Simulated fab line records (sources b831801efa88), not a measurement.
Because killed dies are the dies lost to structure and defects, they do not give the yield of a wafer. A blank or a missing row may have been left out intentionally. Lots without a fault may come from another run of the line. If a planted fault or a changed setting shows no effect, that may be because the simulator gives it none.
Which of the tools did it? / flow gf180mcu / 6 lots, 18 wafers sampled, at 3 steps of a route of 602

## WHAT THE GAUGES READ, wafer by wafer
GF_PASSIVATION_THK_MEAS_03.
lot=L297; measured=day 28 03:01; on=film metro-01; PASSIVATION_CVD_02_THK (nm)=703 688 708
lot=L305; measured=day 30 19:08; on=film metro-01; PASSIVATION_CVD_02_THK (nm)=718 709 708
lot=L307; measured=day 31 11:34; on=film metro-01; PASSIVATION_CVD_02_THK (nm)=695 709 704
lot=L309; measured=day 32 00:40; on=film metro-03; PASSIVATION_CVD_02_THK (nm)=693 713 710
lot=L312; measured=day 32 15:19; on=film metro-01; PASSIVATION_CVD_02_THK (nm)=710 704 704
lot=L318; measured=day 34 00:02; on=film metro-01; PASSIVATION_CVD_02_THK (nm)=698 710 718

## WHAT TOOL EACH LOT RAN ON (gives the tool, then ch and the chambers of the sampled wafers, and finally the start)
lot=L297; GF_V3_ETCH_16=rie diel-03 ch 1,2, day 22 12:08; GF_V5_ETCH_17=rie diel-02 ch 0,2,3, day 28 03:01 or earlier
lot=L305; GF_V3_ETCH_16=rie diel-03 ch 0,3, day 25 16:27; GF_V5_ETCH_17=rie diel-02 ch 0,1,2, day 30 19:08 or earlier
lot=L307; GF_V3_ETCH_16=rie diel-03 ch 2,3, day 26 09:47; GF_V5_ETCH_17=rie diel-04 ch 0,1,3, day 31 11:34 or earlier
lot=L309; GF_V3_ETCH_16=rie diel-02 ch 1,2, day 26 22:08; GF_V5_ETCH_17=rie diel-04 ch 0,2, day 32 00:40 or earlier
lot=L312; GF_V3_ETCH_16=rie diel-02 ch 1,3, day 27 16:44; GF_V5_ETCH_17=rie diel-02 ch 0,1,3, day 32 15:19 or earlier
lot=L318; GF_V3_ETCH_16=rie diel-03 ch 0,1,2, day 29 07:53; GF_V5_ETCH_17=rie diel-04 ch 0,1, day 34 00:02 or earlier
- GF_V3_ETCH_16: etches BARC in N2/H2.
- GF_V5_ETCH_17: etches SiO2 in C4F8/O2/Ar, stops on TiN, target depth 855 nm.

## THE ANSWER, worked out from the rows above alone
Rule: what is usual is taken from the lots themselves. Put in order of their means at a reading, lots are off if they are a third of the lots or fewer, leave a main group of 4 or more, and stand apart from it by a gap of 3 or more times the standard deviation of the main group's means; of several such gaps the widest counts. A main group whose means are all the same, to the digits that the tables above print for the reading, isn't used. A lot without any number at a reading at which 4 lots or more have one is off too. The other lots that the step has rows for count as sound.
No lot is off at any reading shown: from this, nothing can be told.

## WHAT THE SIMULATOR PUT IN
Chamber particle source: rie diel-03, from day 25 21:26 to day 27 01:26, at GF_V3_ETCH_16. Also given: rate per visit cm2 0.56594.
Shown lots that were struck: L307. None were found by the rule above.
